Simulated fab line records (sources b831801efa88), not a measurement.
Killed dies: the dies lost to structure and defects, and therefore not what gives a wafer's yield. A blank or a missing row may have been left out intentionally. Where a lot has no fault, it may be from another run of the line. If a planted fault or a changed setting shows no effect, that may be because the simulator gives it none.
Matching of chambers :: flow sfq_line :: 4 sister chambers for SFQ_TRILAYER_I1_VIA_BARC_OPEN_VIA_ETCH_071 on rie_diel-03
The step etches BARC in O2, target depth 125 nm, time 41.7 s. 14 wafers are shown with their chamber, then 7 later ones without.

EACH WAFER AND ITS CHAMBER
wafer: L965.1
chamber: 1
drypump_motor_current_A (A): 5.3
oes_product_au (a.u.): 0.680
bias_w (W): 79.77

wafer: L965.5
chamber: 3
drypump_motor_current_A (A): 6.3
oes_product_au (a.u.): 0.688
bias_w (W): 80.28

wafer: L965.6
chamber: 0
drypump_motor_current_A (A): 6.1
oes_product_au (a.u.): 0.697
bias_w (W): 80.14

wafer: L967.2
chamber: 0
drypump_motor_current_A (A): 6.1
oes_product_au (a.u.): 0.680
bias_w (W): 79.71

wafer: L967.4
chamber: 1
drypump_motor_current_A (A): 5.2
oes_product_au (a.u.): 0.681
bias_w (W): 79.98

wafer: L967.6
chamber: 2
drypump_motor_current_A (A): 6.7
oes_product_au (a.u.): 0.686
bias_w (W): 80.27

wafer: L968.2
chamber: 0
drypump_motor_current_A (A): 6.1
oes_product_au (a.u.): 0.686
bias_w (W): 80.10

wafer: L968.5
chamber: 3
drypump_motor_current_A (A): 6.3
oes_product_au (a.u.): 0.683
bias_w (W): 80.05

wafer: L968.6
chamber: 0
drypump_motor_current_A (A): 6.1
oes_product_au (a.u.): 0.687
bias_w (W): 79.98

wafer: L970.1
chamber: 0
drypump_motor_current_A (A): 6.1
oes_product_au (a.u.): 0.686
bias_w (W): 79.75

wafer: L970.2
chamber: 3
drypump_motor_current_A (A): 6.3
oes_product_au (a.u.): 0.683
bias_w (W): 80.25

wafer: L970.4
chamber: 2
drypump_motor_current_A (A): 6.7
oes_product_au (a.u.): 0.685
bias_w (W): 80.26

wafer: L977.1
chamber: 0
drypump_motor_current_A (A): 6.1
oes_product_au (a.u.): 0.688
bias_w (W): 79.76

wafer: L977.4
chamber: 2
drypump_motor_current_A (A): 6.7
oes_product_au (a.u.): 0.689
bias_w (W): 79.71

SIGNATURES, as means of the wafers listed above
reading: drypump_motor_current_A
chamber 0: 6.100
chamber 1: 5.250
chamber 2: 6.700
chamber 3: 6.300
scatter within a chamber: 0.0224

reading: oes_product_au
chamber 0: 0.68733
chamber 1: 0.68050
chamber 2: 0.68667
chamber 3: 0.68467
scatter within a chamber: 0.00421

reading: bias_w
chamber 0: 79.9067
chamber 1: 79.8750
chamber 2: 80.0800
chamber 3: 80.1933
scatter within a chamber: 0.21
Rule: a wafer's distance from a chamber is the root of the sum, over the readings, of the square of ((its reading less the chamber's mean) divided by the reading's scatter). If the next closest chamber is less than 2 further off than the closest, the wafer can't be placed; otherwise it belongs to the closest. The scatter: the root of (the sum of the squares of (reading less its chamber's mean) over the shown wafers, divided by (wafers less chambers)).

WAFERS WHOSE CHAMBER IS MISSING
wafer: L977.6
drypump_motor_current_A (A): 6.7
oes_product_au (a.u.): 0.691
bias_w (W): 79.84

wafer: L982.1
drypump_motor_current_A (A): 6.3
oes_product_au (a.u.): 0.687
bias_w (W): 79.67

wafer: L982.3
drypump_motor_current_A (A): 6.1
oes_product_au (a.u.): 0.681
bias_w (W): 79.94

wafer: L982.4
drypump_motor_current_A (A): 5.2
oes_product_au (a.u.): 0.691
bias_w (W): 79.72

wafer: L985.2
drypump_motor_current_A (A): 6.1
oes_product_au (a.u.): 0.688
bias_w (W): 80.11

wafer: L985.3
drypump_motor_current_A (A): 6.3
oes_product_au (a.u.): 0.686
bias_w (W): 79.64

wafer: L985.4
drypump_motor_current_A (A): 6.7
oes_product_au (a.u.): 0.681
bias_w (W): 80.43

CHAMBER TAKEN BY EACH
wafer: L977.6
from the rows above: 2
in truth: 2

wafer: L982.1
from the rows above: 3
in truth: 3

wafer: L982.3
from the rows above: 0
in truth: 0

wafer: L982.4
from the rows above: 1
in truth: 1

wafer: L985.2
from the rows above: 0
in truth: 0

wafer: L985.3
from the rows above: 3
in truth: 3

wafer: L985.4
from the rows above: 2
in truth: 2
7 of 7 placed correctly. Left unplaced by these rows: 0. Wrongly placed: 0.
